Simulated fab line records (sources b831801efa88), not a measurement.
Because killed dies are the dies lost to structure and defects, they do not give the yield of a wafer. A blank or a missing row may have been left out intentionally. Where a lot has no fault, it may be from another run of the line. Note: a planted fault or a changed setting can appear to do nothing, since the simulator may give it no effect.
fab line records ; flow sfq-line
[record] lots = 15; wafers = 45; last-day = 91
route steps=325 shown M0@41 M1@70 I1@76 I3@144
lots with no fault: from the same line, run without faults
start-h: the number of hours between the record's first day and the start of the first shown wafer of the lot ; wait-h: hours since the lot's step before ; " unchanged from the row above ; L1.1+2: a row that stands for several wafers ; - either no value or no given start ; * or withheld: withheld ; < > ~ a bound
route shown NAME@n: NAME is a module with steps in the file, n the number in the route of the first one ; usual: the fault-free wafers' mean and standard deviation ; same: alike in all rows ; chamber/n: place in a boat ; sites: each site's reading ; _std_site: standard deviation of those values ; _edge_site: the outer-site mean with the inner-site mean subtracted ; radius-mm: for every site, how far away it sits from the centre of the wafer ; mask NAME#n: copy n ; behind: tool/chamber where the wafer was last shaped ; hold: why the lot went on hold/how many hours it stayed there/how the hold came to an end ; device: whichever transistor did not switch (one of n, p or np) ; end of line: tests of these same wafers at the route's end ; for a step that has no rows: nothing shown but its recipe ; killed: the dies lost at the first sort to structure and to defects; this is not the yield of the wafer ; map: per-die view of a wafer (x killed, . not killed, _ where there is no die)
set.NAME: the setting that was run; set.NAME@STEP: the one run at that earlier step ; model.NAME: the simulator's own value behind a step, which no gauge read
steps of the route over a sample of lots; a table a step, a row a wafer
services: from which hour (start-h, from the record's first day; less than 0 if before it) a tool's chamber was out of use, for how many hours, and why
[[steps]]
[step SFQ_TRILAYER_M0_STRIP_STRIP_025]
[recipe] gas = O2; power-w = 200; platen-temp-c = 40; overash-fraction = 0.6742; chemistry = O2; pressure-mtorr = 50
[usual] drypump-motor-current-A = 5.9/0.41; oes-product-au = 1.004/0.0068
lot.wafer;tool;chamber;start-h;wait-h;drypump-motor-current-A;oes-product-au;rf-hours-counter-h
L898.2;rie-metal-01;1;263.08;0.1;5.9;1.002;73
L898.3;rie-metal-01;1;263.08;0.1;5.9;1.005;-
L898.5;rie-metal-01;0;263.08;0.1;6.5;0.998;-
L901.1;rie-metal-03;1;269.08;0.1;6.0;0.989;1
L901.2;rie-metal-03;0;269.08;0.1;6.1;1.002;57
L901.4;rie-metal-03;0;269.08;0.1;6.1;1.015;-
L902.1;rie-metal-03;0;272.68;0.1;6.1;0.999;57
L902.3;rie-metal-03;1;272.68;0.1;6.0;1.001;-
L902.4;rie-metal-03;0;272.68;0.1;6.1;1.002;-
L905.3;rie-metal-04;1;321.02;0.2;5.8;0.993;-
L905.4;rie-metal-04;0;321.02;0.2;5.1;0.996;-
L905.6;rie-metal-04;0;321.02;0.2;5.1;1.008;-
L906.2;rie-metal-01;1;332.82;0.1;5.9;0.998;83
L906.3;rie-metal-01;0;332.82;0.1;6.5;0.995;-
L906.6;rie-metal-01;1;332.82;0.1;5.9;1.007;-
L907.1;rie-metal-04;0;346.02;0.1;5.1;1.004;101
L907.4;rie-metal-04;1;346.02;0.1;5.8;1.007;-
L907.5;rie-metal-04;1;346.02;0.1;5.8;1.006;-
L908.2;rie-metal-04;0;355.52;0.1;5.1;1.009;103
L908.5;rie-metal-04;0;355.52;0.1;5.1;1.014;-
L908.6;rie-metal-04;1;355.52;0.1;5.8;1.020;-
L912.3;rie-metal-03;0;402.52;0.2;6.1;1.000;-
L912.5;rie-metal-03;1;402.52;0.2;6.0;1.005;-
L912.6;rie-metal-03;0;402.52;0.2;6.1;1.006;-
L914.3;rie-metal-04;1;415.72;0.2;5.8;1.010;-
L914.4;rie-metal-04;0;415.72;0.2;5.1;1.007;-
L914.6;rie-metal-04;1;415.72;0.2;5.9;1.006;-
L915.2;rie-metal-04;0;420.32;0.1;5.1;1.003;111
L915.4;rie-metal-04;0;420.32;0.1;5.1;0.999;-
L915.5;rie-metal-04;0;420.32;0.1;5.1;1.000;-
L916.1;rie-metal-01;0;425.12;0.1;6.5;1.001;3
L916.4;rie-metal-01;0;425.12;0.1;6.5;1.000;-
L916.5;rie-metal-01;1;425.12;0.1;5.9;1.000;-
L917.1;rie-metal-01;0;429.56;0.1;6.4;0.989;4
L917.5;rie-metal-01;1;429.56;0.1;5.9;0.999;-
L917.6;rie-metal-01;0;429.56;0.1;6.4;0.989;-
L918.1;rie-metal-01;1;436.94;0.2;5.9;1.006;98
L918.2;rie-metal-01;1;436.94;0.2;5.9;1.000;-
L918.6;rie-metal-01;1;436.94;0.2;5.9;1.005;-
L919.1;rie-metal-01;1;448.94;0.2;5.9;0.992;100
L919.2;rie-metal-01;1;448.94;0.2;6.0;1.003;-
L919.3;rie-metal-01;1;448.94;0.2;5.9;0.999;-
L920.1;rie-metal-01;1;458.66;0.2;5.9;0.992;103
L920.3;rie-metal-01;1;458.66;0.2;5.9;1.003;-
L920.5;rie-metal-01;1;458.66;0.2;5.9;1.012;-
[step SFQ_TRILAYER_M1_ETCH_METAL_ETCH_042]
[recipe] target = Nb; stop-on = SiO2; mask-material = PR; chemistry = Cl2/Ar; target-depth-nm = 240; icp-w = 600; bias-w = 80; pressure-mtorr = 10; time-s = 120
[usual] bias-w = 80.00/0.25; chamber-pressure-mTorr = 10.001/0.012; drypump-motor-current-A = 5.8/0.4; oes-product-au = 0.895/0.006
lot.wafer;tool;chamber;start-h;wait-h;bias-w;chamber-pressure-mTorr;drypump-motor-current-A;oes-product-au;rf-hours-counter-h
L898.2;rie-metal-04;0;554.00;0.0;80.14;10.009;5.1;0.901;124
L898.3;rie-metal-04;1;554.00;0.0;79.60;10.009;5.8;0.893;-
L898.5;rie-metal-04;0;554.00;0.0;80.73;10.013;5.1;0.899;-
L901.1;rie-metal-04;0;563.60;0.0;80.33;9.985;5.1;0.906;125
L901.2;rie-metal-04;1;563.60;0.0;80.20;9.998;5.8;0.896;35
L901.4;rie-metal-04;1;563.60;0.0;80.24;9.999;5.8;0.892;-
L902.1;rie-metal-03;0;566.00;0.0;79.89;10.022;6.1;0.900;94
L902.3;rie-metal-03;0;566.00;0.0;79.77;10.001;6.1;0.907;-
L902.4;rie-metal-03;1;566.00;0.0;79.91;9.991;6.0;0.896;-
L905.3;rie-metal-02;0;618.34;0.1;-;-;-;-;-
L905.4;rie-metal-02;1;618.34;0.1;-;-;-;-;-
L905.6;rie-metal-02;1;618.34;0.1;-;-;-;-;-
L906.2;rie-metal-03;0;624.30;0.0;-;-;-;-;-
L906.3;rie-metal-03;1;624.30;0.0;-;-;-;-;-
L906.6;rie-metal-03;0;624.30;0.0;-;-;-;-;-
L907.1;rie-metal-02;1;663.50;0.0;-;-;-;-;-
L907.4;rie-metal-02;1;663.50;0.0;-;-;-;-;-
L907.5;rie-metal-02;0;663.50;0.0;-;-;-;-;-
L908.2;rie-metal-03;0;689.57;0.0;79.90;10.002;6.1;0.886;111
L908.5;rie-metal-03;0;689.57;0.0;79.75;10.010;6.1;0.896;-
L908.6;rie-metal-03;1;689.57;0.0;80.18;10.006;6.0;0.891;-
L912.3;rie-metal-03;1;739.81;0.1;79.92;9.982;6.0;0.883;-
L912.5;rie-metal-03;0;739.81;0.1;80.20;9.990;6.1;0.892;-
L912.6;rie-metal-03;1;739.81;0.1;80.06;9.998;6.0;0.891;-
L914.3;rie-metal-03;0;753.01;0.1;80.56;10.011;6.1;0.885;-
L914.4;rie-metal-03;1;753.01;0.1;79.78;9.993;6.0;0.904;-
L914.6;rie-metal-03;0;753.01;0.1;80.35;9.996;6.1;0.894;-
L915.2;rie-metal-02;1;768.25;0.0;80.15;9.985;5.4;0.900;46
L915.4;rie-metal-02;1;768.25;0.0;79.89;9.996;5.4;0.887;-
L915.5;rie-metal-02;0;768.25;0.0;80.38;9.999;6.3;0.893;-
L916.1;rie-metal-03;1;771.85;0.0;79.93;10.012;6.0;0.894;68
L916.4;rie-metal-03;1;771.85;0.0;80.16;10.006;6.0;0.895;-
L916.5;rie-metal-03;1;771.85;0.0;79.71;10.002;6.0;0.898;-
L917.1;rie-metal-04;1;775.45;0.0;79.58;9.991;5.9;0.899;66
L917.5;rie-metal-04;0;775.45;0.0;79.56;10.010;5.1;0.894;-
L917.6;rie-metal-04;1;775.45;0.0;79.99;10.014;5.9;0.888;-
L918.1;rie-metal-04;0;779.05;0.0;80.14;9.997;5.1;0.896;11
L918.2;rie-metal-04;1;779.05;0.0;79.96;9.998;5.8;0.898;67
L918.6;rie-metal-04;1;779.05;0.0;80.12;9.995;5.8;0.893;-
L919.1;rie-metal-03;1;786.25;0.0;79.95;10.004;6.0;0.889;70
L919.2;rie-metal-03;0;786.25;0.0;79.65;10.001;6.1;0.886;124
L919.3;rie-metal-03;0;786.25;0.0;79.71;10.010;6.1;0.889;-
L920.1;rie-metal-03;0;789.85;0.0;80.29;9.988;6.1;0.900;125
L920.3;rie-metal-03;0;789.85;0.0;80.13;9.992;6.1;0.887;-
L920.5;rie-metal-03;0;789.85;0.0;79.94;9.992;6.1;0.890;-
[step SFQ_TRILAYER_I1_METRO_MEASURE_047]
[usual] thk-nm = 200.3/1
lot.wafer;tool;chamber;start-h;wait-h;thk-nm
L898.2;film-metro-02;-;558.30;0.3;201.1
L898.3;film-metro-02;-;558.30;0.3;201.6
L898.5;film-metro-02;-;558.30;0.3;201.8
L901.1;film-metro-01;-;568.90;0.1;201.7
L901.2;film-metro-01;-;568.90;0.1;200.3
L901.4;film-metro-01;-;568.90;0.1;200.1
L902.1;film-metro-01;-;571.90;0.1;200.4
L902.3;film-metro-01;-;571.90;0.1;200.9
L902.4;film-metro-01;-;571.90;0.1;200.1
L905.3;film-metro-02;-;622.80;0.5;200.7
L905.4;film-metro-02;-;622.80;0.5;201.7
L905.6;film-metro-02;-;622.80;0.5;201.7
L906.2;film-metro-01;-;628.60;0.3;201.8
L906.3;film-metro-01;-;628.60;0.3;200.6
L906.6;film-metro-01;-;628.60;0.3;201.1
L907.1;film-metro-01;-;672.09;0.1;198.5
L907.4;film-metro-01;-;672.09;0.1;199.7
L907.5;film-metro-01;-;672.09;0.1;199.2
L908.2;film-metro-02;-;696.20;0.3;200.0
L908.5;film-metro-02;-;696.20;0.3;199.0
L908.6;film-metro-02;-;696.20;0.3;200.7
L912.3;film-metro-02;-;744.87;0.5;198.4
L912.5;film-metro-02;-;744.87;0.5;200.0
L912.6;film-metro-02;-;744.87;0.5;199.7
L914.3;film-metro-01;-;757.70;0.5;199.5
L914.4;film-metro-01;-;757.70;0.5;199.2
L914.6;film-metro-01;-;757.70;0.5;200.3
L915.2;film-metro-02;-;772.54;0.3;199.1
L915.4;film-metro-02;-;772.54;0.3;200.5
L915.5;film-metro-02;-;772.54;0.3;201.1
L916.1;film-metro-01;-;775.94;0.1;198.3
L916.4;film-metro-01;-;775.94;0.1;198.5
L916.5;film-metro-01;-;775.94;0.1;199.6
L917.1;film-metro-01;-;780.14;0.1;199.8
L917.5;film-metro-01;-;780.14;0.1;200.4
L917.6;film-metro-01;-;780.14;0.1;202.0
L918.1;film-metro-02;-;783.16;0.1;200.0
L918.2;film-metro-02;-;783.16;0.1;199.3
L918.6;film-metro-02;-;783.16;0.1;199.6
L919.1;film-metro-02;-;790.34;0.1;201.2
L919.2;film-metro-02;-;790.34;0.1;200.9
L919.3;film-metro-02;-;790.34;0.1;198.7
L920.1;film-metro-01;-;793.94;0.1;200.2
L920.3;film-metro-01;-;793.94;0.1;199.1
L920.5;film-metro-01;-;793.94;0.1;200.1
[step SFQ_TRILAYER_I3_VIA_BARC_OPEN_VIA_ETCH_121]
[recipe] mask-material = PR; chemistry = O2; target-depth-nm = 125; target = BARC; source-w = 482.5; bias-w = 80; pressure-mtorr = 30; time-s = 41.7
[usual] bias-w = 79.99/0.24; chamber-pressure-mTorr = 30.002/0.025; drypump-motor-current-A = 5.6/0.42; oes-product-au = 0.685/0.0049
lot.wafer;tool;chamber;start-h;wait-h;bias-w;chamber-pressure-mTorr;drypump-motor-current-A;oes-product-au;rf-hours-counter-h
L898.2;rie-diel-02;2;1049.25;0.0;79.73;30.032;6.1;0.692;8
L898.3;rie-diel-02;3;1049.25;0.0;80.31;29.987;5.4;0.684;5
L898.5;rie-diel-02;1;1049.25;0.0;80.08;30.005;6.0;0.685;-
L901.1;rie-diel-04;3;1070.12;0.0;79.97;29.980;5.7;0.688;7
L901.2;rie-diel-04;0;1070.12;0.0;80.13;30.033;4.9;0.688;9
L901.4;rie-diel-04;2;1070.12;0.0;80.27;30.036;5.0;0.683;3
L902.1;rie-diel-01;0;1072.52;0.0;79.87;30.013;5.4;0.686;17
L902.3;rie-diel-01;1;1072.52;0.0;80.05;30.004;5.8;0.677;17
L902.4;rie-diel-01;2;1072.52;0.0;80.34;29.980;6.3;0.689;8
L905.3;rie-diel-01;0;1114.65;0.0;80.00;30.029;5.4;0.685;18
L905.4;rie-diel-01;3;1114.65;0.0;80.02;29.993;5.8;0.690;18
L905.6;rie-diel-01;2;1114.65;0.0;79.75;30.062;6.2;0.681;-
L906.2;rie-diel-04;2;1136.25;0.0;79.88;30.043;5.0;0.693;4
L906.3;rie-diel-04;0;1136.25;0.0;80.00;29.981;5.0;0.689;10
L906.6;rie-diel-04;3;1136.25;0.0;80.19;29.993;5.7;0.690;-
L907.1;rie-diel-02;1;1141.05;0.0;80.02;30.002;6.0;0.683;9
L907.4;rie-diel-02;0;1141.05;0.0;79.89;30.028;5.1;0.689;7
L907.5;rie-diel-02;2;1141.05;0.0;79.59;29.969;6.1;0.691;-
L908.2;rie-diel-01;2;1155.45;0.0;79.68;30.014;6.2;0.689;9
L908.5;rie-diel-01;0;1155.45;0.0;80.19;29.995;5.4;0.682;-
L908.6;rie-diel-01;2;1155.45;0.0;80.20;29.985;6.2;0.687;-
L912.3;rie-diel-01;2;1190.50;0.0;80.01;30.017;6.3;0.680;10
L912.5;rie-diel-01;2;1190.50;0.0;79.99;29.984;6.3;0.680;-
L912.6;rie-diel-01;1;1190.50;0.0;80.28;30.016;5.8;0.680;-
L914.3;rie-diel-01;0;1221.67;0.0;79.99;30.047;5.4;0.681;0
L914.4;rie-diel-01;1;1221.67;0.0;79.84;29.986;5.8;0.681;1
L914.6;rie-diel-01;3;1221.67;0.0;79.77;30.042;5.9;0.686;-
L915.2;rie-diel-01;3;1227.67;0.0;80.29;30.003;5.9;0.683;1
L915.4;rie-diel-01;2;1227.67;0.0;79.36;29.983;6.3;0.685;10
L915.5;rie-diel-01;3;1227.67;0.0;80.02;30.002;5.9;0.688;-
L916.1;rie-diel-02;0;1230.04;0.0;79.66;30.002;5.1;0.686;9
L916.4;rie-diel-02;2;1230.04;0.0;79.94;30.019;6.1;0.686;12
L916.5;rie-diel-02;0;1230.04;0.0;79.55;29.991;5.1;0.684;-
L917.1;rie-diel-01;2;1231.24;0.0;80.13;30.018;6.3;0.689;11
L917.5;rie-diel-01;1;1231.24;0.0;80.01;29.974;5.8;0.688;-
L917.6;rie-diel-01;2;1231.24;0.0;80.37;30.021;6.3;0.679;-
L918.1;rie-diel-02;3;1241.91;0.0;79.88;29.989;5.4;0.687;8
L918.2;rie-diel-02;1;1241.91;0.0;79.90;30.044;6.0;0.689;11
L918.6;rie-diel-02;1;1241.91;0.0;79.71;29.960;6.1;0.692;-
L919.1;rie-diel-01;3;1254.04;0.0;80.11;29.984;5.9;0.687;1
L919.2;rie-diel-01;2;1254.04;0.0;80.24;30.008;6.2;0.667;11
L919.3;rie-diel-01;0;1254.04;0.0;80.04;29.969;5.4;0.688;0
L920.1;rie-diel-04;2;1255.78;0.0;80.06;30.024;5.0;0.686;6
L920.3;rie-diel-04;0;1255.78;0.0;80.20;30.000;5.0;0.692;12
L920.5;rie-diel-04;1;1255.78;0.0;80.16;30.003;6.0;0.686;-
[[services]]
tool;chamber;start-h;hours;kind
rie-metal-04;1;239.92;8.4;repair
rie-diel-01;-;243.26;0.8;repair
rie-diel-01;2;247.19;17.8;repair
rie-metal-04;-;253.39;2.8;pm
film-metro-01;-;254.24;0.5;pm
rie-metal-03;-;330.30;10.0;pm
rie-diel-01;1;408.68;6.1;repair
rie-metal-04;-;448.85;15.6;pm
film-metro-01;-;455.13;0.8;pm
film-metro-01;-;464.48;0.2;pm
film-metro-01;-;474.90;1.6;pm
film-metro-01;-;489.35;1.5;pm
film-metro-01;-;499.24;0.7;pm
rie-metal-03;-;521.13;4.4;repair
rie-metal-04;0;679.11;6.2;repair
rie-metal-03;0;679.18;2.1;repair
rie-metal-04;1;703.01;1.0;repair
rie-metal-03;-;837.94;2.4;repair
rie-metal-03;-;852.75;1.3;repair
rie-metal-03;0;905.28;3.3;repair
rie-metal-03;-;932.83;0.8;repair
rie-metal-03;1;1005.37;17.1;repair
rie-metal-04;0;1063.00;20.2;repair
rie-metal-03;-;1182.65;0.5;repair
[[key]]
[first-sign] step = SFQ_TRILAYER_M1_ETCH_METAL_ETCH_042; reading = tool-record; direction = missing
effect none on later readings
met-at SFQ_TRILAYER_M1_ETCH_METAL_ETCH_042
struck-lots L905,L906,L907
not-acting-at SFQ_TRILAYER_M0_STRIP_STRIP_025,SFQ_TRILAYER_I1_METRO_MEASURE_047,SFQ_TRILAYER_I3_VIA_BARC_OPEN_VIA_ETCH_121
onset-between 566.00 618.34
[fault] kind = skipped-step-whole; tool = rie-metal-02,rie-metal-03; chamber = -; onset-h = 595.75; steps = SFQ_TRILAYER_M1_ETCH_METAL_ETCH_042; scope = struck-lots-only
